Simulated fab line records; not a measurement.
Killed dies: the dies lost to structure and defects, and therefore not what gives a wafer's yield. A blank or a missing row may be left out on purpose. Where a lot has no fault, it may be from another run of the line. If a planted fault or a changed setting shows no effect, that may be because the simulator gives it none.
The tool behind it: which one? || flow sky130 || 10 lots with 30 wafers sampled at 7 steps, on a route of 708 steps

== WHAT THE GAUGES READ, wafer by wafer ==
SKY_CAPM_RS_MEAS_03: measurement is done with a four-point probe. Usual: for CAPM_TIN_RS the level is 6.92 ohm/sq and the standard deviation is 0.081.
{"lot": "L328", "measured": "day 36 21:34", "on": "filmMetro-02", "CAPM_TIN_RS (ohm/sq)": "6.89 6.93 6.91", "flag": ""}
{"lot": "L329", "measured": "day 37 20:09", "on": "filmMetro-01", "CAPM_TIN_RS (ohm/sq)": "6.87 6.96 6.83", "flag": ""}
{"lot": "L332", "measured": "day 38 07:18", "on": "filmMetro-01", "CAPM_TIN_RS (ohm/sq)": "6.90 6.86 6.88", "flag": ""}
{"lot": "L333", "measured": "day 38 13:56", "on": "filmMetro-02", "CAPM_TIN_RS (ohm/sq)": "6.93 6.83 6.79", "flag": ""}
{"lot": "L337", "measured": "day 39 18:57", "on": "filmMetro-01", "CAPM_TIN_RS (ohm/sq)": "6.88 7.02 6.97", "flag": ""}
{"lot": "L339", "measured": "day 40 09:13", "on": "filmMetro-01", "CAPM_TIN_RS (ohm/sq)": "7.07 7.03 7.07", "flag": ""}
{"lot": "L342", "measured": "day 41 18:44", "on": "filmMetro-02", "CAPM_TIN_RS (ohm/sq)": "6.83 6.87 6.42", "flag": ""}
{"lot": "L344", "measured": "day 42 03:31", "on": "filmMetro-02", "CAPM_TIN_RS (ohm/sq)": "6.90 6.94 6.81", "flag": ""}
{"lot": "L348", "measured": "day 43 03:28", "on": "filmMetro-02", "CAPM_TIN_RS (ohm/sq)": "7.01 6.95 6.94", "flag": ""}
{"lot": "L349", "measured": "day 43 06:23", "on": "filmMetro-02", "CAPM_TIN_RS (ohm/sq)": "6.97 6.96 6.99", "flag": ""}

SKY_CAPM_THK_MEAS_04: measures by xrf. Usual: for CAPM_TIN_THK the level is 200.1 nm and the standard deviation is 2.5.
{"lot": "L328", "measured": "day 36 21:41", "on": "filmMetro-02", "CAPM_TIN_THK (nm)": "200.4 200.0 200.3", "flag": ""}
{"lot": "L329", "measured": "day 37 20:15", "on": "filmMetro-01", "CAPM_TIN_THK (nm)": "202.1 199.1 202.5", "flag": ""}
{"lot": "L332", "measured": "day 38 07:24", "on": "filmMetro-01", "CAPM_TIN_THK (nm)": "201.4 203.1 202.1", "flag": ""}
{"lot": "L333", "measured": "day 38 14:03", "on": "filmMetro-02", "CAPM_TIN_THK (nm)": "198.1 201.3 201.8", "flag": ""}
{"lot": "L337", "measured": "day 39 19:04", "on": "filmMetro-01", "CAPM_TIN_THK (nm)": "202.1 198.7 199.3", "flag": ""}
{"lot": "L339", "measured": "day 40 09:20", "on": "filmMetro-01", "CAPM_TIN_THK (nm)": "197.1 197.7 196.8", "flag": ""}
{"lot": "L342", "measured": "day 41 18:51", "on": "filmMetro-02", "CAPM_TIN_THK (nm)": "201.2 199.1 213.6", "flag": ""}
{"lot": "L344", "measured": "day 42 03:38", "on": "filmMetro-02", "CAPM_TIN_THK (nm)": "199.1 197.7 201.0", "flag": ""}
{"lot": "L348", "measured": "day 43 03:35", "on": "filmMetro-02", "CAPM_TIN_THK (nm)": "194.6 197.1 197.9", "flag": ""}
{"lot": "L349", "measured": "day 43 06:29", "on": "filmMetro-02", "CAPM_TIN_THK (nm)": "197.0 196.7 196.1", "flag": ""}

SKY_VIA3_CD_MEAS_12: the cd target is 200 nm. Usual: cdNm reads 200.1 nm (standard deviation 1.5).
{"lot": "L328", "measured": "day 40 03:10", "on": "cdSem-01", "cdNm (nm)": "199.2 198.6 198.9", "flag": ""}
{"lot": "L329", "measured": "day 41 01:12", "on": "cdSem-02", "cdNm (nm)": "201.0 201.7 201.4", "flag": ""}
{"lot": "L332", "measured": "day 41 11:33", "on": "cdSem-01", "cdNm (nm)": "196.8 197.1 198.0", "flag": ""}
{"lot": "L333", "measured": "day 41 17:56", "on": "cdSem-02", "cdNm (nm)": "202.0 200.7 200.4", "flag": ""}
{"lot": "L337", "measured": "day 42 21:08", "on": "cdSem-02", "cdNm (nm)": "200.9 201.2 199.6", "flag": ""}
{"lot": "L339", "measured": "day 43 11:38", "on": "cdSem-02", "cdNm (nm)": "199.1 198.6 199.9", "flag": ""}
{"lot": "L342", "measured": "day 44 17:47", "on": "cdSem-02", "cdNm (nm)": "201.8 198.5 199.4", "flag": ""}
{"lot": "L344", "measured": "day 45 03:05", "on": "cdSem-02", "cdNm (nm)": "200.3 199.6 198.9", "flag": ""}
{"lot": "L348", "measured": "day 45 23:30", "on": "cdSem-01", "cdNm (nm)": "200.0 200.4 199.3", "flag": ""}
{"lot": "L349", "measured": "day 46 02:02", "on": "cdSem-01", "cdNm (nm)": "197.7 197.1 198.0", "flag": ""}

SKY_VIA4_BOW_MEAS_03. Usual: for VIA4_BOW the level is 80 um and the standard deviation is 7.3.
{"lot": "L328", "measured": "day 42 08:00", "on": "filmMetro-01", "VIA4_BOW (um)": "77 71 86", "flag": ""}
{"lot": "L329", "measured": "day 43 05:13", "on": "filmMetro-04", "VIA4_BOW (um)": "74 76 79", "flag": ""}
{"lot": "L332", "measured": "day 43 14:35", "on": "filmMetro-01", "VIA4_BOW (um)": "75 81 83", "flag": ""}
{"lot": "L333", "measured": "day 43 20:05", "on": "filmMetro-04", "VIA4_BOW (um)": "89 90 77", "flag": ""}
{"lot": "L337", "measured": "day 44 22:24", "on": "filmMetro-04", "VIA4_BOW (um)": "85 80 82", "flag": ""}
{"lot": "L339", "measured": "day 45 12:14", "on": "filmMetro-01", "VIA4_BOW (um)": "81 64 64", "flag": ""}
{"lot": "L342", "measured": "day 46 15:56", "on": "filmMetro-04", "VIA4_BOW (um)": "89 88 79", "flag": ""}
{"lot": "L344", "measured": "day 47 00:00", "on": "filmMetro-01", "VIA4_BOW (um)": "73 77 75", "flag": ""}
{"lot": "L348", "measured": "day 47 22:50", "on": "filmMetro-01", "VIA4_BOW (um)": "82 62 74", "flag": ""}
{"lot": "L349", "measured": "day 47 23:19", "on": "filmMetro-01", "VIA4_BOW (um)": "75 85 84", "flag": ""}

== TOOL THAT RAN EACH LOT (tool first, then ch and the chambers of the sampled wafers, then the start) ==
{"lot": "L328", "SKY_CONTACT_CMP_27": "cmp-01 ch 1,2,3, day 32 05:46", "SKY_CAPM_SPUTTER_02": "pvdSputter-01, day 36 21:28", "SKY_CAPM_METAL_ETCH_13": "rieMetal-01 ch 1, day 37 23:28"}
{"lot": "L329", "SKY_CONTACT_CMP_27": "cmp-02 ch 0,2, day 33 04:29", "SKY_CAPM_SPUTTER_02": "pvdSputter-02, day 37 20:00", "SKY_CAPM_METAL_ETCH_13": "rieMetal-01 ch 0,1, day 38 21:14"}
{"lot": "L332", "SKY_CONTACT_CMP_27": "cmp-01 ch 0,3, day 33 15:11", "SKY_CAPM_SPUTTER_02": "pvdSputter-01, day 38 07:09", "SKY_CAPM_METAL_ETCH_13": "rieMetal-03 ch 0,1, day 39 07:17"}
{"lot": "L333", "SKY_CONTACT_CMP_27": "cmp-02 ch 0,1,3, day 33 22:56", "SKY_CAPM_SPUTTER_02": "pvdSputter-02, day 38 13:49", "SKY_CAPM_METAL_ETCH_13": "rieMetal-02 ch 1, day 39 14:31"}
{"lot": "L337", "SKY_CONTACT_CMP_27": "cmp-01 ch 1,2, day 35 04:43", "SKY_CAPM_SPUTTER_02": "pvdSputter-02, day 39 18:49", "SKY_CAPM_METAL_ETCH_13": "rieMetal-01 ch 1, day 40 19:38"}
{"lot": "L339", "SKY_CONTACT_CMP_27": "cmp-02 ch 0,2,3, day 35 22:16", "SKY_CAPM_SPUTTER_02": "pvdSputter-01, day 40 09:06", "SKY_CAPM_METAL_ETCH_13": "rieMetal-03 ch 0,1, day 41 09:43"}
{"lot": "L342", "SKY_CONTACT_CMP_27": "cmp-02 ch 0,1,2, day 37 07:45", "SKY_CAPM_SPUTTER_02": "pvdSputter-01, day 41 18:37", "SKY_CAPM_METAL_ETCH_13": "rieMetal-03 ch 0,1, day 42 17:55"}
{"lot": "L344", "SKY_CONTACT_CMP_27": "cmp-02 ch 0,2,3, day 37 18:55", "SKY_CAPM_SPUTTER_02": "pvdSputter-02, day 42 03:23", "SKY_CAPM_METAL_ETCH_13": "rieMetal-03 ch 0,1, day 43 03:25"}
{"lot": "L348", "SKY_CONTACT_CMP_27": "cmp-01 ch 1,2, day 38 17:29", "SKY_CAPM_SPUTTER_02": "pvdSputter-02, day 43 03:20", "SKY_CAPM_METAL_ETCH_13": "rieMetal-01 ch 0, day 44 02:10"}
{"lot": "L349", "SKY_CONTACT_CMP_27": "cmp-02 ch 2,3, day 38 20:58", "SKY_CAPM_SPUTTER_02": "pvdSputter-02, day 43 06:13", "SKY_CAPM_METAL_ETCH_13": "rieMetal-02 ch 0,1, day 44 04:47"}
- SKY_CONTACT_CMP_27: polishes, stops on SiO2, t overpolish 15 s, target thk 0 nm.
- SKY_CAPM_SPUTTER_02: material TiN, target thk 200 nm, time 166.7 s.
- SKY_CAPM_METAL_ETCH_13: etches TiN in Cl2/BCl3, stops on SiO2, target depth 220 nm, time 62.9 s.

== WHAT THE TOOLS THEMSELVES READ (means of the sampled wafers that have a number; where no wafer has one, the mark that the record gives instead) ==
SKY_CONTACT_CMP_27. Usual: headPressurePsi 3.500 psi, standard deviation 0.0075; motorCurrentA 9.9 A, standard deviation 0.88; overpolishRunS 15.001 s, standard deviation 0.0095; timeToEndpointS 82 s, standard deviation 3.7.
{"lot": "L328", "tool": "cmp-01", "headPressurePsi (psi)": 3.498, "motorCurrentA (A)": 10.7, "overpolishRunS (s)": 15.009, "timeToEndpointS (s)": 76, "flag": ""}
{"lot": "L329", "tool": "cmp-02", "headPressurePsi (psi)": 3.502, "motorCurrentA (A)": 9.0, "overpolishRunS (s)": 15.000, "timeToEndpointS (s)": 82, "flag": ""}
{"lot": "L332", "tool": "cmp-01", "headPressurePsi (psi)": 3.501, "motorCurrentA (A)": 9.7, "overpolishRunS (s)": 14.997, "timeToEndpointS (s)": 82, "flag": ""}
{"lot": "L333", "tool": "cmp-02", "headPressurePsi (psi)": 3.507, "motorCurrentA (A)": 9.9, "overpolishRunS (s)": 15.004, "timeToEndpointS (s)": 79, "flag": ""}
{"lot": "L337", "tool": "cmp-01", "headPressurePsi (psi)": 3.500, "motorCurrentA (A)": 11.5, "overpolishRunS (s)": 14.998, "timeToEndpointS (s)": 82, "flag": ""}
{"lot": "L339", "tool": "cmp-02", "headPressurePsi (psi)": 3.498, "motorCurrentA (A)": 9.3, "overpolishRunS (s)": 15.009, "timeToEndpointS (s)": 85, "flag": ""}
{"lot": "L342", "tool": "cmp-02", "headPressurePsi (psi)": 3.492, "motorCurrentA (A)": 9.8, "overpolishRunS (s)": 14.996, "timeToEndpointS (s)": 83, "flag": ""}
{"lot": "L344", "tool": "cmp-02", "headPressurePsi (psi)": 3.506, "motorCurrentA (A)": 9.3, "overpolishRunS (s)": 14.994, "timeToEndpointS (s)": 81, "flag": ""}
{"lot": "L348", "tool": "cmp-01", "headPressurePsi (psi)": 3.502, "motorCurrentA (A)": 11.1, "overpolishRunS (s)": 15.003, "timeToEndpointS (s)": 82, "flag": ""}
{"lot": "L349", "tool": "cmp-02", "headPressurePsi (psi)": 3.501, "motorCurrentA (A)": 9.7, "overpolishRunS (s)": 14.997, "timeToEndpointS (s)": 81, "flag": ""}

SKY_CAPM_SPUTTER_02. Usual: throttleValvePct reads 30.1 % (standard deviation 0.89).
{"lot": "L328", "tool": "pvdSputter-01", "throttleValvePct (%)": 30.6, "flag": ""}
{"lot": "L329", "tool": "pvdSputter-02", "throttleValvePct (%)": 30.5, "flag": ""}
{"lot": "L332", "tool": "pvdSputter-01", "throttleValvePct (%)": 30.0, "flag": ""}
{"lot": "L333", "tool": "pvdSputter-02", "throttleValvePct (%)": 30.5, "flag": ""}
{"lot": "L337", "tool": "pvdSputter-02", "throttleValvePct (%)": 30.5, "flag": ""}
{"lot": "L339", "tool": "pvdSputter-01", "throttleValvePct (%)": 30.2, "flag": ""}
{"lot": "L342", "tool": "pvdSputter-01", "throttleValvePct (%)": 30.3, "flag": ""}
{"lot": "L344", "tool": "pvdSputter-02", "throttleValvePct (%)": 30.3, "flag": ""}
{"lot": "L348", "tool": "pvdSputter-02", "throttleValvePct (%)": 29.4, "flag": ""}
{"lot": "L349", "tool": "pvdSputter-02", "throttleValvePct (%)": 30.4, "flag": ""}

SKY_CAPM_METAL_ETCH_13. Usual: drypumpMotorCurrentA 5.9 A, standard deviation 0.47; oesProductAu 0.941 a.u., standard deviation 0.0083; throttleValvePct 21.903 %, standard deviation 0.0099.
{"lot": "L328", "tool": "rieMetal-01", "drypumpMotorCurrentA (A)": 5.4, "oesProductAu (a.u.)": 0.947, "throttleValvePct (%)": 21.898, "flag": ""}
{"lot": "L329", "tool": "rieMetal-01", "drypumpMotorCurrentA (A)": 5.5, "oesProductAu (a.u.)": 0.941, "throttleValvePct (%)": 21.902, "flag": ""}
{"lot": "L332", "tool": "rieMetal-03", "drypumpMotorCurrentA (A)": 5.9, "oesProductAu (a.u.)": 0.945, "throttleValvePct (%)": 21.900, "flag": ""}
{"lot": "L333", "tool": "rieMetal-02", "drypumpMotorCurrentA (A)": 6.6, "oesProductAu (a.u.)": 0.946, "throttleValvePct (%)": 21.898, "flag": ""}
{"lot": "L337", "tool": "rieMetal-01", "drypumpMotorCurrentA (A)": 5.4, "oesProductAu (a.u.)": 0.937, "throttleValvePct (%)": 21.900, "flag": ""}
{"lot": "L339", "tool": "rieMetal-03", "drypumpMotorCurrentA (A)": 5.9, "oesProductAu (a.u.)": 0.933, "throttleValvePct (%)": 21.910, "flag": ""}
{"lot": "L342", "tool": "rieMetal-03", "drypumpMotorCurrentA (A)": 5.6, "oesProductAu (a.u.)": 0.958, "throttleValvePct (%)": 21.897, "flag": ""}
{"lot": "L344", "tool": "rieMetal-03", "drypumpMotorCurrentA (A)": 5.9, "oesProductAu (a.u.)": 0.945, "throttleValvePct (%)": 21.904, "flag": ""}
{"lot": "L348", "tool": "rieMetal-01", "drypumpMotorCurrentA (A)": 5.5, "oesProductAu (a.u.)": 0.942, "throttleValvePct (%)": 21.915, "flag": ""}
{"lot": "L349", "tool": "rieMetal-02", "drypumpMotorCurrentA (A)": 6.2, "oesProductAu (a.u.)": 0.934, "throttleValvePct (%)": 21.908, "flag": ""}

== THE ANSWER, worked out from the rows above alone ==
Rule: take the mean of a lot's wafers that have a number; if it is more than 3 standard deviations from the usual mean, the lot is off. A lot without any number at a reading at which 4 lots or more have one is off too. All remaining lots with rows at the step are treated as sound. Order of review: gauges by route order, followed by the tools' own readings, for which a lot's mean as printed above is used. At the first step where some lot is off, the reading lying furthest off is the one used; lots without a number count as furthest.
No lot is off on any of the readings shown, so nothing can be concluded from this.

== WHAT WAS PUT IN BY THE SIMULATOR ==
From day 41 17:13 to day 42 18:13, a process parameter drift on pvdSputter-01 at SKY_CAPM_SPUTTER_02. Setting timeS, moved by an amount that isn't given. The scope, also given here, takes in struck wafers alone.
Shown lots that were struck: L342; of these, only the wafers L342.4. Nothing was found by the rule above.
